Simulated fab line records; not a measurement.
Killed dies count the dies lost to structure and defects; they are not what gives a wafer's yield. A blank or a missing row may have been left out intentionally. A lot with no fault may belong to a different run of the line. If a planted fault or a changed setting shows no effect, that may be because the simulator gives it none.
Which tool did it? + flow gf180mcu + 14 lots with 42 wafers sampled at 4 steps, on a route of 602 steps

WHAT THE GAUGES READ, wafer by wafer
GF_V5_THK_MEAS_25: measures by xrf.
| lot  | measured     | on           | V5_W_THK (nm) |
|------|--------------|--------------|---------------|
| L576 | day 27 16:01 | filmMetro-02 | 351 355 350   |
| L577 | day 28 09:01 | filmMetro-03 | 346 354 354   |
| L579 | day 28 21:31 | filmMetro-03 | 355 358 354   |
| L580 | day 29 02:09 | filmMetro-03 | 354 351 356   |
| L581 | day 29 10:12 | filmMetro-03 | 358 360 355   |
| L583 | day 29 17:19 | filmMetro-02 | 353 352 353   |
| L584 | day 30 07:56 | filmMetro-02 | 354 355 349   |
| L585 | day 30 18:21 | filmMetro-03 | 357 360 359   |
| L587 | day 31 03:10 | filmMetro-01 | 359 359 360   |
| L588 | day 31 07:44 | filmMetro-02 | 342 347 351   |
| L589 | day 31 14:30 | filmMetro-02 | 350 350 346   |
| L592 | day 32 11:53 | filmMetro-01 | 347 353 352   |
| L595 | day 33 06:14 | filmMetro-03 | 350 357 355   |
| L596 | day 33 07:32 | filmMetro-02 | 352 352 360   |

GF_TOP_METAL_THK_MEAS_06: measures by xrf.
| lot  | measured     | on           | TOP_METAL_ALCU_THK (nm) |
|------|--------------|--------------|-------------------------|
| L576 | day 27 16:43 | filmMetro-03 | 908 908 895             |
| L577 | day 28 09:43 | filmMetro-04 | 883 885 880             |
| L579 | day 28 22:13 | filmMetro-04 | 903 898 900             |
| L580 | day 29 02:51 | filmMetro-03 | 895 899 908             |
| L581 | day 29 10:54 | filmMetro-03 | 907 915 904             |
| L583 | day 29 18:01 | filmMetro-03 | 903 901 921             |
| L584 | day 30 08:38 | filmMetro-04 | 877 881 875             |
| L585 | day 30 19:03 | filmMetro-03 | 907 905 900             |
| L587 | day 31 04:39 | filmMetro-01 | 902 905 901             |
| L588 | day 31 08:26 | filmMetro-01 | 906 912 900             |
| L589 | day 31 15:12 | filmMetro-03 | 908 915 907             |
| L592 | day 32 12:35 | filmMetro-01 | 884 897 891             |
| L595 | day 33 07:01 | filmMetro-04 | 884 894 891             |
| L596 | day 33 09:25 | filmMetro-04 | 897 898 888             |

TOOL THAT RAN EACH LOT (tool first, then ch and the chambers of the sampled wafers, then the start)
| lot  | GF_M2_SPUTTER_00            | GF_V5_CVD_23                 |
|------|-----------------------------|------------------------------|
| L576 | pvdSputter-03, day 18 14:53 | cvdW-01 ch 0,1, day 27 15:49 |
| L577 | pvdSputter-01, day 19 12:01 | cvdW-02 ch 0,1, day 28 08:47 |
| L579 | pvdSputter-03, day 19 23:24 | cvdW-01 ch 0,1, day 28 21:16 |
| L580 | pvdSputter-01, day 20 10:31 | cvdW-01 ch 0,1, day 29 01:55 |
| L581 | pvdSputter-04, day 20 18:31 | cvdW-01 ch 0,1, day 29 09:58 |
| L583 | pvdSputter-04, day 21 06:05 | cvdW-01 ch 0,1, day 29 17:07 |
| L584 | pvdSputter-04, day 21 21:52 | cvdW-01 ch 0,1, day 30 07:41 |
| L585 | pvdSputter-01, day 22 09:47 | cvdW-01 ch 0, day 30 18:00   |
| L587 | pvdSputter-01, day 22 21:46 | cvdW-01 ch 0, day 31 02:49   |
| L588 | pvdSputter-01, day 23 05:17 | cvdW-02 ch 0, day 31 07:30   |
| L589 | pvdSputter-04, day 23 13:52 | cvdW-01 ch 0, day 31 14:16   |
| L592 | pvdSputter-01, day 24 15:21 | cvdW-02 ch 0,1, day 32 11:39 |
| L595 | pvdSputter-04, day 25 15:40 | cvdW-02 ch 0,1, day 33 06:00 |
| L596 | pvdSputter-04, day 25 18:01 | cvdW-02 ch 0,1, day 33 07:17 |
- GF_M2_SPUTTER_00: material Ti, target thk 37.5 nm, time 150 s.
- GF_V5_CVD_23: deposits W, target thk 350 nm, time 104.9 s.

AS READ BY THE TOOLS THEMSELVES (means over the sampled wafers that have a number; for cases with no such wafer, the mark the record gives instead)
GF_M2_SPUTTER_00.
| lot  | tool          | throttleValvePct (%) |
|------|---------------|----------------------|
| L576 | pvdSputter-03 | 30.5                 |
| L577 | pvdSputter-01 | 30.9                 |
| L579 | pvdSputter-03 | 29.6                 |
| L580 | pvdSputter-01 | 31.0                 |
| L581 | pvdSputter-04 | 30.5                 |
| L583 | pvdSputter-04 | 29.8                 |
| L584 | pvdSputter-04 | 30.7                 |
| L585 | pvdSputter-01 | 31.1                 |
| L587 | pvdSputter-01 | 31.3                 |
| L588 | pvdSputter-01 | 31.0                 |
| L589 | pvdSputter-04 | 31.2                 |
| L592 | pvdSputter-01 | 30.8                 |
| L595 | pvdSputter-04 | 30.7                 |
| L596 | pvdSputter-04 | 30.0                 |

GF_V5_CVD_23.
| lot  | tool    | heaterPowerW (W) |
|------|---------|------------------|
| L576 | cvdW-01 | 864              |
| L577 | cvdW-02 | 983              |
| L579 | cvdW-01 | 867              |
| L580 | cvdW-01 | 859              |
| L581 | cvdW-01 | 853              |
| L583 | cvdW-01 | 864              |
| L584 | cvdW-01 | 836              |
| L585 | cvdW-01 | 821              |
| L587 | cvdW-01 | 818              |
| L588 | cvdW-02 | 1154             |
| L589 | cvdW-01 | 816              |
| L592 | cvdW-02 | 963              |
| L595 | cvdW-02 | 1083             |
| L596 | cvdW-02 | 1079             |

THE ANSWER, worked out from the rows above alone
Rule: the usual values come from the lots themselves. Put in order of their means at a reading, lots are off if they are a third of the lots or fewer, leave a main group of 4 or more, and stand apart from it by a gap of 3 or more times the standard deviation of the main group's means; of several such gaps the widest counts. A main group whose means are all the same, to the digits that the tables above print for the reading, isn't used. Also off: a lot with no number at a reading for which 4 or more lots have one. Where the step has rows for the other lots, those lots are counted as sound. First the gauges in route order, then the tools' own readings, where a lot's mean is used as printed above. At the first step where some lot is off, the reading lying furthest off is the one used; lots without a number count as furthest.
None of the lots is off at any reading shown; this tells nothing.

WHAT THE SIMULATOR HAD PUT IN
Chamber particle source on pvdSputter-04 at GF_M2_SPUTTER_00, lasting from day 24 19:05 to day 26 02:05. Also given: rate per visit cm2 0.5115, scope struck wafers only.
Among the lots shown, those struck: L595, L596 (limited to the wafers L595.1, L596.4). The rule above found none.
